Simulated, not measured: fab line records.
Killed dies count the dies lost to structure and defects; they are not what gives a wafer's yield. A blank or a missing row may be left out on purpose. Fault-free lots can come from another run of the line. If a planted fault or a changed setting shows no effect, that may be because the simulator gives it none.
Comparing a struck lot with a sound one    flow sky130    18 out of 708 route steps
Sound: these wafers, L747.1, L747.2, L747.4. Wafers L758.1, L758.2, L758.4 were the ones struck. Last of all comes the cause.
At each step with rows: each side's tool, then ch and its chambers, then its first start. Under that, the readings that differ: sound wafers    struck wafers    difference of the means    sigmas: that difference in standard deviations of wafers without a fault.
alike: a reading whose means differ by less than 2 such deviations, as well as words and numbers matching on both sides. not compared: withheld readings; readings where some wafer has no value; bounds like >300 that might hide an equal value; numbers whose values overlap and for which the record gives no deviation.
Wherever a step has rows on one side only, a row that says differs or no value, or a row with sigmas, the two part there. Numbers that don't overlap but have no deviation are shown without sigmas and don't part them. A reading that every wafer of one side lacks parts them only if that side has two wafers or more.

first, 4 steps without rows for these wafers: SKY_VT_ADJUST_LVTN_SOFTBAKE_14 (time 60 s); SKY_VT_ADJUST_LVTN_EXPOSE_15 (exposes mask HVN STD DERIVED, target cd 600 nm); SKY_VT_ADJUST_LVTN_PEB_16; SKY_VT_ADJUST_LVTN_DEVELOP_17 (develop time 60 s).
SKY_VT_ADJUST_LVTN_OVL_MEAS_18:
  sound on overlay-01 at day 8 01:11; struck on overlay-01 at day 10 21:44
  alike: VT_ADJUST_LVTN_01_OVL
following that, these wafers have no rows for 1 step: SKY_VT_ADJUST_LVTN_IMPLANT_19.
SKY_VT_ADJUST_LVTN_STRIP_20: strips in O2/N2.
  sound on plasma_asher-03 ch 0,1, day 8 01:22; struck on plasma_asher-04 ch 0,1, day 10 21:55
  alike: drypump_motor_current_A, oes_product_au, strip_time_to_endpoint_s
  not compared: rf_hours_counter_h
SKY_VT_ADJUST_LVTN_TW_MEAS_21:
  sound on film_metro-04 at day 8 01:28; struck on film_metro-02 at day 10 22:01
reading              sound              struck             difference  sigmas
VT_ADJUST_LVTN_2_TW  190.0 189.9 189.6  188.8 187.2 187.5  -2.0        -2
then, 4 steps without rows for these wafers: SKY_VT_ADJUST_NCORE_DEHYDRATE_00 (time 60 s); SKY_VT_ADJUST_NCORE_HMDS_01 (prime time 60 s); SKY_VT_ADJUST_NCORE_COAT_02 (resist thk 1140 nm); SKY_VT_ADJUST_NCORE_SOFTBAKE_03 (time 60 s).
SKY_VT_ADJUST_NCORE_EXPOSE_04: exposes mask LVTN COMPLEMENT THIN, target cd 380 nm.
  sound on iline_stepper-01 ch 0, day 8 12:18; struck on iline_stepper-01 ch 0, day 11 09:44
reading                                  sound                 struck             difference  sigmas
model.VT_ADJUST_NCORE.overlay_x_nm (nm)  0.5538 0.5538 0.5538  131.2 131.2 131.2  +130.6      
  alike: mask, reticle_temp_C
then, 2 steps without rows for these wafers: SKY_VT_ADJUST_NCORE_PEB_05; SKY_VT_ADJUST_NCORE_DEVELOP_06 (develop time 60 s).
SKY_VT_ADJUST_NCORE_CD_MEAS_07: the cd target is 380 nm.
  sound on cd_sem-02 at day 8 22:42; struck on cd_sem-02 at day 11 21:08
  alike: cd_nm
SKY_VT_ADJUST_NCORE_OVL_MEAS_08:
  sound on overlay-01 at day 8 22:49; struck on overlay-02 at day 11 21:28
reading                   sound         struck             difference  sigmas
VT_ADJUST_NCORE_OVL (nm)  -1.2 0.9 1.2  129.8 133.3 133.5  +131.9      +99 or more
  not compared: hold
following that, these wafers have no rows for 1 step: SKY_PAD_OPEN_PROBE_99.

== WHERE THEY PART ==
Earliest at SKY_VT_ADJUST_LVTN_TW_MEAS_21; latest, in this record, at SKY_VT_ADJUST_NCORE_OVL_MEAS_08.

WHY: what had been put in by the simulator
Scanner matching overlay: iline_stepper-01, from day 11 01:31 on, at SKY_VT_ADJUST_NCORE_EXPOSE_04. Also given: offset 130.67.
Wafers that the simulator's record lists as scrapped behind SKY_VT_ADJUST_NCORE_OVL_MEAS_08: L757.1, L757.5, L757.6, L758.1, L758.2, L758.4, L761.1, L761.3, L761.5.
